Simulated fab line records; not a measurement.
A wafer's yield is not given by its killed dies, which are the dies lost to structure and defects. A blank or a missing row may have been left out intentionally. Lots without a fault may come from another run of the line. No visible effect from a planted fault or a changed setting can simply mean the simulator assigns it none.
A struck lot beside a sound one / flow sky130 / 15 out of 708 route steps
Sound: wafers L748.3, L748.5, L748.6. Struck: wafer L746.5 (L746.3, L746.4, from the same lot, were not struck and are left out); the cause is given at the end.
Each step with rows lists, per side, the tool, then ch with its chambers, then its first start. Under that, the readings that differ: sound wafers / struck wafers / difference of the means / sigmas: that difference in standard deviations of wafers without a fault.
alike: readings whose means differ by less than 2 such deviations, and words and numbers that are the same on both sides. not compared: withheld readings, readings that some wafer has no value for, bounds like >300 that may hide the same value, and numbers for which the record gives no deviation and whose values overlap.
A row with sigmas, a row that says differs or no value, or rows on one side alone: a step with any of these is where the two part. Numbers that don't overlap but have no deviation are shown without sigmas and don't part them. Lack of a reading on every wafer of one side parts them only where that side has two or more wafers.

SKY_VIA2_CD_MEAS_12 targets a cd of 200 nm.
  sound on cd sem-01, day 42 01:09; struck on cd sem-01, day 41 19:54
  alike: cd nm
SKY_VIA2_OVL_MEAS_13:
  sound on overlay-01, day 42 01:14; struck on overlay-01, day 41 19:59
  alike: VIA2_OVL
SKY_VIA2_ETCH_14: etches BARC in N2/H2, stops on SiO2, time 45.9 s, target depth 60 nm.
  sound on rie diel-02 ch 0,2,3, day 42 01:16; struck on rie diel-03 ch 0, day 41 20:01
reading=oes product au (a.u.); sound=0.858 0.861 0.859; struck=0.849; difference=-0.010; sigmas=-2
  alike: drypump motor current A, throttle valve pct
  not compared: rf hours counter h
SKY_VIA2_ETCH_15: etches SiO2 in C4F8/O2/Ar, stops on TiN, target depth 546 nm, time 84 s.
  sound on rie diel-02 ch 0,2,3, day 42 01:19; struck on rie diel-03 ch 0, day 41 20:04
  alike: oes product au
  not compared: rf hours counter h
SKY_VIA2_STRIP_16: strips in O2/N2.
  sound on plasma asher-01 ch 0,1, day 42 01:24; struck on plasma asher-01 ch 0, day 41 20:09
reading=strip time to endpoint s (s); sound=4.065 4.127 4.102; struck=4.020; difference=-0.078; sigmas=-3
  alike: drypump motor current A, o2 flow sccm, oes product au
  not compared: rf hours counter h
then, 3 steps without rows for these wafers: SKY_VIA2_STRIP_17 (strips in post etch residue remover, time 1200 s); SKY_VIA2_CLEAN_18 (cleans in IPA, time 180 s); SKY_VIA2_CLEAN_19 (cleans in O3/DIW).
SKY_VIA2_SPUTTER_20: material TiN, target thk 20 nm, time 80 s.
  sound on pvd sputter-04, day 42 02:01; struck on pvd sputter-01, day 41 20:46
  alike: throttle valve pct
then, 1 step without rows for these wafers: SKY_VIA2_CVD_21 (deposits W, target thk 420 nm, time 126.4 s).
SKY_VIA2_RS_MEAS_22: the measuring method here is four-point-probe.
  sound on film metro-01, day 42 02:14; struck on film metro-01, day 41 20:59
reading=VIA2_W_RS (ohm/sq); sound=0.2753 0.2816 0.2773; struck=0.2721; difference=-0.0060; sigmas=-3
SKY_VIA2_THK_MEAS_23: measures by xrf.
  sound on film metro-01, day 42 02:20; struck on film metro-01, day 41 21:05
  alike: VIA2_W_THK
SKY_VIA2_CMP_24: polishes, stops on SiO2, t overpolish 20 s, target thk 0 nm.
  sound on cmp-02 ch 0,1,3, day 42 02:32; struck on cmp-01 ch 1, day 41 21:08
reading=overpolish run s (s); sound=19.995 19.991 19.995; struck=0.042; difference=-19.952; sigmas=-99 or more
reading=time to endpoint s (s); sound=100 98 100; struck=159; difference=+60; sigmas=+20
  alike: motor current A, slurry flow ml min
SKY_METAL3_SPUTTER_00: material Ti, target thk 15 nm, time 10 s.
  the record holds rows for the sound wafers here (pvd sputter-04, day 42 02:41) but none for the struck ones
-- the record jumps here: 8 days lie between the struck wafers' starts before and after (it left off in module METAL3 and takes up again in module PAD_OPEN, whose first step shown is number 708 of the route) --
SKY_PAD_OPEN_PROBE_99:
  sound on prober-01, day 50 03:14; struck on prober-01, day 50 01:22
reading=defect limited yield (%); sound=83.7 81.7 81.5; struck=0; difference=-82; sigmas=-39
reading=killed_at_M0_to_M3; sound=33 46 43; struck=453; difference=+412; sigmas=+56
reading=killed at other; sound=0 0 0; struck=1; difference=+1; sigmas=+2
reading=killed dies; sound=80 90 91; struck=492; difference=+405; sigmas=+40
reading=killed on rim; sound=19 14 18; struck=96; difference=+79; sigmas=+23
reading=sort_bin_3_pad_short (%); sound=1.0 0.6 0.2; struck=84.1; difference=+83.5; sigmas=+99 or more
reading=sort n pass; sound=412 402 401; struck=0; difference=-405; sigmas=-40
reading=sort yield pct (%); sound=83.7 81.7 81.5; struck=0; difference=-82; sigmas=-39
  alike: killed_at_M4_up, killed at contacts, killed at front end, killed open, killed short, sort_bin_5_function, sort_bin_6_memory

## WHERE THEY PART
Earliest at SKY_VIA2_ETCH_14; latest, in this record, at SKY_PAD_OPEN_PROBE_99.

WHY: whatever the simulator had introduced
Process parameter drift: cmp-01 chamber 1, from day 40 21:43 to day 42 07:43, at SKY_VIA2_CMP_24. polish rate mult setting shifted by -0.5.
